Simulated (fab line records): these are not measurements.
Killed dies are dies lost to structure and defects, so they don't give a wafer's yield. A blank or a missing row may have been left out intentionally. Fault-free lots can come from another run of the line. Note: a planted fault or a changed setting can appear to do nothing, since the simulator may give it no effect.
Matching of chambers | flow sky130 | SKY_VIA1_CMP_24 on cmp-01 has 4 sister chambers
The step polishes, stops on SiO2, t overpolish 15 s, target thk 0 nm. 16 wafers are shown with their chamber, then 8 later ones without.

## WAFERS PAIRED WITH THEIR CHAMBERS
wafer  | chamber | motor-current-A (A) | time-to-endpoint-s (s) | overpolish-run-s (s)
L695.3 | 2       | 10.9                | 62.3                   | 14.998
L695.5 | 0       | 11.2                | 61.1                   | 15.002
L695.6 | 1       | 9.8                 | 65.9                   | 15.008
L697.1 | 3       | 10.7                | 63.8                   | 14.995
L697.3 | 1       | 9.5                 | 68.7                   | 15.003
L697.4 | 2       | 9.8                 | 63.9                   | 14.994
L701.1 | 0       | 11.2                | 62.4                   | 15.013
L701.2 | 3       | 10.7                | 68.2                   | 14.998
L701.5 | 1       | 9.9                 | 66.7                   | 14.996
L710.1 | 1       | 9.8                 | 70.2                   | 15.001
L710.2 | 3       | 11.5                | 67.9                   | 15.005
L710.6 | 1       | 9.8                 | 65.7                   | 14.991
L714.1 | 1       | 9.9                 | 69.9                   | 14.999
L714.2 | 0       | 11.0                | 64.6                   | 15.003
L714.6 | 2       | 10.1                | 66.3                   | 14.999
L715.1 | 1       | 10.1                | 67.8                   | 15.001

SIGNATURES (averages over the wafers above)
reading            | chamber 0 | chamber 1 | chamber 2 | chamber 3 | scatter within a chamber
motor-current-A    | 11.133    | 9.829     | 10.267    | 10.967    | 0.328
time-to-endpoint-s | 62.700    | 67.843    | 64.167    | 66.633    | 1.97
overpolish-run-s   | 15.00600  | 14.99986  | 14.99700  | 14.99933  | 0.00511
Rule: distance of a wafer from a chamber = root of the sum over the readings of ((wafer's reading minus chamber's mean) / reading's scatter) squared. If the next closest chamber is less than 2 further off than the closest, the wafer can't be placed; otherwise it belongs to the closest. How the scatter is found: for the shown wafers, subtract from each reading the mean of its chamber, square and add these, divide the total by (wafers less chambers), then take the root.

## WAFERS MISSING THEIR CHAMBER
wafer  | motor-current-A (A) | time-to-endpoint-s (s) | overpolish-run-s (s)
L715.2 | 10.3                | 62.5                   | 15.009
L715.4 | 10.5                | 66.4                   | 15.010
L716.1 | 10.6                | 71.5                   | 15.004
L716.2 | 9.7                 | 70.1                   | 15.027
L716.5 | 11.3                | 65.5                   | 15.000
L717.3 | 11.0                | 68.2                   | 14.994
L717.5 | 10.8                | 68.3                   | 14.995
L717.6 | 11.1                | 65.9                   | 14.984

## EACH ONE'S CHAMBER
wafer  | from the rows above               | in truth
L715.2 | can't be placed: 2 or 0 or 3 or 1 | 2
L715.4 | can't be placed: 3 or 0 or 2 or 1 | 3
L716.1 | can't be placed: 3 or 1 or 2 or 0 | 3
L716.2 | can't be placed: 1 or 2 or 3 or 0 | 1
L716.5 | can't be placed: 3 or 0           | 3
L717.3 | can't be placed: 3 or 2           | 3
L717.5 | can't be placed: 3 or 2 or 1      | 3
L717.6 | can't be placed: 3 or 2 or 0      | 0
Correctly placed: 0 of 8. Not placeable from these rows: 8 (in 8, the candidates include the true chamber). Number placed wrongly: 0.
